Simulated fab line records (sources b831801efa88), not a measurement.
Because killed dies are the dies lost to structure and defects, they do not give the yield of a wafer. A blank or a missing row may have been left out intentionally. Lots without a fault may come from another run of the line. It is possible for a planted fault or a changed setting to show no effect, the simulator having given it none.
fab line records    flow gf180mcu
record lots=12  wafers=36  lastDay=34
route steps=602 shown CONTACT@309 M1@329 V1@336
lots untouched by any fault: they come from a run of this same line in which no faults occurred
startH: start of the lot's first displayed wafer, in hours after the record's first day    waitH: how many hours have passed since the lot's step before this one    " repeats the value in the row above    L1.1+2: several wafers, shown together as one row    - no value, or no start was given    * or withheld: withheld    < > ~ a bound
route shown NAME@n: NAME is a module with steps in the file, n the number in the route of the first one    usual: average and standard deviation across the fault-free wafers    same: alike in all rows    chamber/n: place in a boat    sites: readings site by site    _std_site: the values' standard deviation    _edge_site: the outer-site mean with the inner-site mean subtracted    radiusMm: for every site, how far away it sits from the centre of the wafer    mask NAME#n: copy n    behind: the tool/chamber that last shaped the wafer    hold: what put the lot on hold/how long, in hours/how the hold closed    device: the n, p or np transistor that did not switch    end of line: the same wafers' tests at the end of the route    a step without rows: its recipe alone    killed: count of dies lost to structure and defects at first sort (not the wafer's yield)    map: shows each die of a wafer: x if killed, . if not, _ if none is there
set.NAME: the setting the step ran with; set.NAME@STEP: the setting that earlier step ran with    model.NAME: the simulator's own value behind a step, which no gauge read
route steps across a sampled set of lots; one table per step, one row per wafer
services: from which hour (startH, from the record's first day; less than 0 if before it) a tool's chamber was out of use, for how many hours, and why
## steps
# step GF_CONTACT_SPUTTER_22
# recipe material=Ti  targetThkNm=15  chamberPressurePa=5  powerW=2500  substrateTempC=200  timeS=80.02
# usual throttleValvePct=29.8/1.1
lot.wafer  tool           chamber  startH  waitH  throttleValvePct
L139.4     pvdSputter-04  -        372.38  0.0    28.1
L139.5     "              -        "       "      28.7
L139.6     "              -        "       "      29.7
L138.1     pvdSputter-02  -        376.94  0.0    29.7
L138.3     "              -        "       "      29.9
L138.6     "              -        "       "      28.9
L140.1     pvdSputter-04  -        384.62  0.0    29.1
L140.3     "              -        "       "      30.6
L140.4     "              -        "       "      29.7
L141.1     pvdSputter-04  -        393.09  0.0    29.3
L141.5     "              -        "       "      30.6
L141.6     "              -        "       "      28.5
L142.1     pvdSputter-02  -        394.66  0.0    30.0
L142.2     "              -        "       "      30.1
L142.4     "              -        "       "      29.9
L145.1     pvdSputter-04  -        422.80  0.0    28.3
L145.2     "              -        "       "      29.6
L145.3     "              -        "       "      30.8
L150.2     pvdSputter-02  -        456.77  0.0    30.2
L150.3     "              -        "       "      28.7
L150.4     "              -        "       "      29.9
L155.3     pvdSputter-02  -        528.26  0.0    29.2
L155.5     "              -        "       "      29.6
L155.6     "              -        "       "      29.9
L156.1     pvdSputter-01  -        538.77  0.0    32.6
L156.2     "              -        "       "      33.0
L156.6     "              -        "       "      33.1
L159.2     pvdSputter-04  -        551.30  0.0    28.1
L159.4     "              -        "       "      29.3
L159.5     "              -        "       "      30.6
L158.2     pvdSputter-04  -        557.95  0.0    30.8
L158.5     "              -        "       "      28.9
L158.6     "              -        "       "      29.6
L160.1     pvdSputter-01  -        564.71  0.0    32.3
L160.2     "              -        "       "      29.9
L160.6     "              -        "       "      29.9
# step GF_M1_CD_MEAS_14
# recipe targetCdNm=230
# usual cdNm=230.1/0.94
lot.wafer  tool      chamber  startH  waitH  cdNm
L139.4     cdSem-02  -        396.00  0.1    231.5
L139.5     "         -        "       "      232.4
L139.6     "         -        "       "      231.6
L138.1     cdSem-01  -        400.14  0.1    229.9
L138.3     "         -        "       "      230.9
L138.6     "         -        "       "      230.2
L140.1     cdSem-02  -        408.20  0.1    229.8
L140.3     "         -        "       "      229.6
L140.4     "         -        "       "      230.2
L141.1     cdSem-02  -        416.55  0.1    228.9
L141.5     "         -        "       "      230.8
L141.6     "         -        "       "      229.8
L142.1     cdSem-02  -        418.69  0.1    231.4
L142.2     "         -        "       "      230.9
L142.4     "         -        "       "      230.3
L145.1     cdSem-01  -        447.33  0.1    231.2
L145.2     "         -        "       "      229.9
L145.3     "         -        "       "      230.3
L150.2     cdSem-01  -        482.00  0.1    229.0
L150.3     "         -        "       "      228.6
L150.4     "         -        "       "      230.1
L155.3     cdSem-02  -        552.17  0.1    230.8
L155.5     "         -        "       "      231.3
L155.6     "         -        "       "      229.2
L156.1     cdSem-01  -        562.39  0.1    228.1
L156.2     "         -        "       "      228.8
L156.6     "         -        "       "      227.8
L159.2     cdSem-01  -        573.75  0.1    230.8
L159.4     "         -        "       "      230.9
L159.5     "         -        "       "      231.5
L158.2     cdSem-02  -        581.00  0.1    230.9
L158.5     "         -        "       "      230.6
L158.6     "         -        "       "      231.7
L160.1     cdSem-01  -        586.58  0.1    230.9
L160.2     "         -        "       "      230.3
L160.6     "         -        "       "      229.9
# step GF_V1_THK_MEAS_01
# recipe reads=SiO2_of_V1_CVD_00
# usual V1_CVD_00_THK=609/8.7
lot.wafer  tool          chamber  startH  waitH  V1_CVD_00_THK[nm]
L139.4     filmMetro-02  -        396.84  0.0    594
L139.5     "             -        "       "      605
L139.6     "             -        "       "      601
L138.1     filmMetro-03  -        401.01  0.0    593
L138.3     "             -        "       "      608
L138.6     "             -        "       "      586
L140.1     filmMetro-04  -        409.07  0.0    590
L140.3     "             -        "       "      605
L140.4     "             -        "       "      591
L141.1     filmMetro-02  -        417.54  0.0    600
L141.5     "             -        "       "      600
L141.6     "             -        "       "      603
L142.1     filmMetro-02  -        419.56  0.0    591
L142.2     "             -        "       "      602
L142.4     "             -        "       "      604
L145.1     filmMetro-03  -        448.22  0.0    604
L145.2     "             -        "       "      605
L145.3     "             -        "       "      617
L150.2     filmMetro-02  -        482.87  0.0    620
L150.3     "             -        "       "      634
L150.4     "             -        "       "      617
L155.3     filmMetro-03  -        553.22  0.1    604
L155.5     "             -        "       "      610
L155.6     "             -        "       "      611
L156.1     filmMetro-02  -        563.27  0.0    612
L156.2     "             -        "       "      606
L156.6     "             -        "       "      607
L159.2     filmMetro-03  -        574.66  0.0    610
L159.4     "             -        "       "      610
L159.5     "             -        "       "      608
L158.2     filmMetro-02  -        581.86  0.0    618
L158.5     "             -        "       "      604
L158.6     "             -        "       "      610
L160.1     filmMetro-04  -        587.46  0.0    611
L160.2     "             -        "       "      614
L160.6     "             -        "       "      600
# step GF_V1_CVD_02
# recipe material=SiO2  targetThkNm=850  precursor=TEOS  tempC=400  timeS=94.851  rfW=600
# usual heaterPowerOuterW=350/75  heaterPowerW=605/93  susceptorTempC=399.98/0.24
lot.wafer  tool      chamber  startH  waitH  heaterPowerOuterW  heaterPowerW  susceptorTempC
L139.4     pecvd-04  0        396.90  0.1    312                595           399.84
L139.5     "         1        "       "      366                610           400.16
L139.6     "         2        "       "      449                712           400.24
L138.1     pecvd-01  1        401.07  0.1    339                589           399.87
L138.3     "         2        "       "      310                533           399.68
L138.6     "         1        "       "      357                616           400.11
L140.1     pecvd-02  0        409.13  0.1    546                852           400.07
L140.3     "         1        "       "      251                489           400.20
L140.4     "         0        "       "      549                893           400.30
L141.1     pecvd-04  2        417.60  0.1    420                678           400.05
L141.5     "         0        "       "      270                535           399.77
L141.6     "         2        "       "      336                564           400.02
L142.1     pecvd-01  1        419.62  0.1    355                611           400.11
L142.2     "         2        "       "      304                538           400.06
L142.4     "         2        "       "      225                415           399.84
L145.1     pecvd-04  2        448.28  0.1    402                651           400.10
L145.2     "         0        "       "      292                569           399.74
L145.3     "         1        "       "      365                606           400.14
L150.2     pecvd-01  0        482.92  0.0    421                680           399.71
L150.3     "         2        "       "      275                497           399.88
L150.4     "         1        "       "      256                495           399.84
L155.3     pecvd-04  1        553.26  0.0    428                677           400.13
L155.5     "         0        "       "      230                497           399.59
L155.6     "         2        "       "      425                671           399.56
L156.1     pecvd-02  1        563.33  0.1    225                439           399.98
L156.2     "         0        "       "      530                845           400.21
L156.6     "         1        "       "      260                486           399.75
L159.2     pecvd-01  1        574.71  0.0    320                582           400.22
L159.4     "         0        "       "      398                666           399.90
L159.5     "         2        "       "      287                502           399.61
L158.2     pecvd-04  1        581.91  0.0    329                583           400.39
L158.5     "         2        "       "      424                687           400.15
L158.6     "         1        "       "      361                613           400.51
L160.1     pecvd-04  0        587.52  0.1    285                572           399.91
L160.2     "         1        "       "      399                673           399.62
L160.6     "         0        "       "      319                605           399.95
# step GF_V1_THK_MEAS_03
# recipe reads=SiO2_of_V1_CVD_02
# usual V1_CVD_02_THK=854/12
lot.wafer  tool          chamber  startH  waitH  V1_CVD_02_THK[nm]
L139.4     filmMetro-03  -        396.97  0.0    875
L139.5     "             -        "       "      846
L139.6     "             -        "       "      851
L138.1     filmMetro-04  -        401.14  0.0    858
L138.3     "             -        "       "      861
L138.6     "             -        "       "      860
L140.1     filmMetro-03  -        409.20  0.0    842
L140.3     "             -        "       "      850
L140.4     "             -        "       "      861
L141.1     filmMetro-03  -        417.71  0.1    856
L141.5     "             -        "       "      868
L141.6     "             -        "       "      864
L142.1     filmMetro-03  -        419.69  0.0    846
L142.2     "             -        "       "      848
L142.4     "             -        "       "      863
L145.1     filmMetro-04  -        448.35  0.0    836
L145.2     "             -        "       "      852
L145.3     "             -        "       "      828
L150.2     filmMetro-02  -        483.00  0.0    1166
L150.3     "             -        "       "      1159
L150.4     "             -        "       "      867
L155.3     filmMetro-03  -        553.41  0.1    840
L155.5     "             -        "       "      864
L155.6     "             -        "       "      855
L156.1     filmMetro-04  -        563.40  0.0    852
L156.2     "             -        "       "      846
L156.6     "             -        "       "      841
L159.2     filmMetro-02  -        574.79  0.0    842
L159.4     "             -        "       "      851
L159.5     "             -        "       "      851
L158.2     filmMetro-04  -        581.99  0.0    845
L158.5     "             -        "       "      854
L158.6     "             -        "       "      850
L160.1     filmMetro-02  -        587.59  0.0    842
L160.2     "             -        "       "      828
L160.6     "             -        "       "      851
# step GF_V1_CMP_04
# recipe material=SiO2  downForcePsi=4  platenRpm=60  padVelocityMS=0.94248
# usual motorCurrentA=11.4/0.82  timeToEndpointS=79/6.3
lot.wafer  tool    chamber  startH  waitH  motorCurrentA  timeToEndpointS
L139.4     cmp-02  1        397.00  0.0    12.0           93
L139.5     "       1        "       "      12.4           80
L139.6     "       2        "       "      10.9           80
L138.3     cmp-01  3        401.25  0.1    10.6           86
L138.1     "       0        "       "      12.8           79
L138.6     "       3        "       "      10.9           90
L140.4     cmp-01  2        409.26  0.0    10.7           85
L140.1     "       0        "       "      13.0           72
L140.3     "       1        "       "      11.2           86
L141.1     cmp-01  2        417.87  0.1    10.6           77
L141.5     "       0        "       "      12.4           76
L141.6     "       1        "       "      11.8           84
L142.4     cmp-02  0        419.75  0.0    11.7           81
L142.2     "       1        "       "      12.4           77
L142.1     "       2        "       "      10.7           74
L145.3     cmp-02  3        448.41  0.0    12.2           69
L145.1     "       0        "       "      11.9           69
L145.2     "       1        "       "      12.8           78
L150.4     cmp-02  1        483.32  0.3    12.2           86
L150.3     "       2        "       "      10.8           195
L150.2     "       3        "       "      11.7           194
L155.3     cmp-02  2        553.45  0.0    11.1           76
L155.6     "       2        "       "      10.9           78
L155.5     "       3        "       "      12.5           83
L156.2     cmp-02  1        563.51  0.1    12.2           75
L156.1     "       2        "       "      10.9           75
L156.6     "       0        "       "      11.0           71
L159.2     cmp-01  2        574.89  0.1    11.0           69
L159.4     "       0        "       "      11.6           66
L159.5     "       2        "       "      10.7           74
L158.2     cmp-02  1        582.09  0.1    12.2           81
L158.6     "       0        "       "      11.4           80
L158.5     "       1        "       "      11.2           82
L160.1     cmp-01  0        587.65  0.1    12.5           67
L160.2     "       1        "       "      11.7           71
L160.6     "       0        "       "      12.3           71
## services
tool           chamber  startH  hours  kind
pvdSputter-04  -        350.51  5.1    repair
cmp-01         -        380.08  0.6    repair
pecvd-04       -        380.25  1.4    repair
cmp-02         -        391.84  0.5    repair
cmp-01         -        402.31  0.4    repair
cmp-01         -        404.17  4.0    pm
pecvd-04       -        409.83  1.4    repair
pecvd-04       1        412.36  6.3    repair
pvdSputter-04  -        420.84  0.6    repair
cmp-01         -        435.26  2.1    repair
pvdSputter-04  -        444.49  1.8    repair
cmp-01         -        466.13  4.2    pm
pecvd-01       0        474.56  4.2    repair
cmp-01         -        481.55  3.5    pm
pecvd-01       0        485.99  20.8   repair
pecvd-04       -        496.98  0.6    repair
cmp-01         -        497.84  1.7    repair
cmp-02         -        532.18  1.6    repair
pecvd-04       -        544.89  0.3    repair
cmp-01         -        550.66  3.8    repair
cmp-02         -        556.84  0.8    repair
cmp-02         -        558.09  3.1    repair
cmp-02         -        572.00  4.0    pm
cmp-02         -        584.89  6.6    pm
## key
firstSign step=GF_V1_THK_MEAS_03  reading=V1_CVD_02_THK  direction=up  sigmas=26  usual=854  struck=1162
effect step=GF_V1_CMP_04  reading=timeToEndpointS  direction=up  sigmas=18  usual=*  struck=*
metAt GF_V1_CVD_02
struckLots L150
struckWafers L150.2,L150.3
notActingAt GF_CONTACT_SPUTTER_22,GF_M1_CD_MEAS_14,GF_V1_THK_MEAS_01
onsetBetween 419.62 482.92
fault kind=processParameterDrift  tool=pecvd-01  chamber=-  onsetH=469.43  steps=GF_V1_CVD_02  channel=targetThkNm  offset=316.54  shape=step  endH=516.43  scope=struckWafersOnly  actsIn=theseRecipesOnly  stated=850
